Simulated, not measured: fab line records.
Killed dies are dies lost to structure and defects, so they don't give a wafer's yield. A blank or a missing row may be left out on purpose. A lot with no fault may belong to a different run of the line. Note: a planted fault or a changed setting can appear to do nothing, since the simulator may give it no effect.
A struck lot beside a sound one	flow gf180mcu	15 out of 602 route steps
Sound: the wafers L904.2, L904.4, L904.5. The struck wafers were L906.1, L906.2, L906.4. The cause is named last.
At each step with rows: each side's tool, then ch and its chambers, then its first start. Under that, the readings that differ: sound wafers	struck wafers	difference of the means	sigmas: that difference in standard deviations of wafers without a fault.
alike: readings whose means differ by less than 2 such deviations, and words and numbers that are the same on both sides. not compared: withheld readings, readings that some wafer has no value for, bounds like >300 that may hide the same value, and numbers for which the record gives no deviation and whose values overlap.
A row with sigmas, a row that says differs or no value, or rows on one side alone: a step with any of these is where the two part. Numbers that have no deviation but don't overlap get no sigmas and don't part them. A reading that every wafer of one side lacks parts them only if that side has two wafers or more.

GF_V2_BOW_MEAS_05:
  sound on film metro-02, day 22 16:30; struck on film metro-02, day 23 07:26
  alike: V2_BOW
then, 8 steps without rows for these wafers: GF_V2_DEHYDRATE_06 (time 60 s); GF_V2_HMDS_07 (prime time 60 s); GF_V2_COAT_08; GF_V2_COAT_09 (resist thk 1000 nm); GF_V2_SOFTBAKE_10 (time 60 s); GF_V2_EXPOSE_11 (exposes mask Via2, target cd 260 nm); GF_V2_PEB_12 (peb time 86.68 s); GF_V2_DEVELOP_13 (develop time 60 s).
GF_V2_CD_MEAS_14: target cd 260 nm.
  sound on cd sem-02, day 23 15:52; struck on cd sem-02, day 24 06:18
  alike: cd nm
GF_V2_OVL_MEAS_15:
  sound on overlay-02, day 23 15:58; struck on overlay-02, day 24 06:25
  alike: V2_OVL
GF_V2_ETCH_16: etches BARC in N2/H2.
  sound on rie diel-04 ch 0,3, day 23 16:00; struck on rie diel-04 ch 0,1,2, day 24 06:27
  alike: bias w, drypump motor current A, oes product au, throttle valve pct
GF_V2_ETCH_17: etches SiO2 in C4F8/O2/Ar, stops on TiN, target depth 630 nm.
  sound on rie diel-04 ch 0,3, day 23 16:00; struck on rie diel-04 ch 0,1,2, day 24 06:00
reading	sound	struck	difference	sigmas
bias w (W)	1198 1207 1197	1322 1321 1319	+120	+32
  alike: oes product au
  not compared: model.TiN_of_M2_SPUTTER_04.thk nm
GF_V2_STRIP_18: strips in O2/N2.
  sound on plasma asher-04 ch 0,1, day 23 16:08; struck on plasma asher-03 ch 0,1, day 24 06:35
  alike: drypump motor current A, heater power w, oes product au
  not compared: rf hours counter h
GF_PASSIVATION_PROBE_99:
  rows exist in the record for the sound wafers here (prober-01, day 31 15:33), none for the struck ones

== WHERE THEY PART ==
Last at GF_PASSIVATION_PROBE_99 as far as this record goes, first at GF_V2_ETCH_17.

WHY: whatever the simulator had introduced
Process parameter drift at GF_V2_ETCH_17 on rie diel-04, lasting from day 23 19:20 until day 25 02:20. A move of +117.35 in setting bias w, from 1200. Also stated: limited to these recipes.
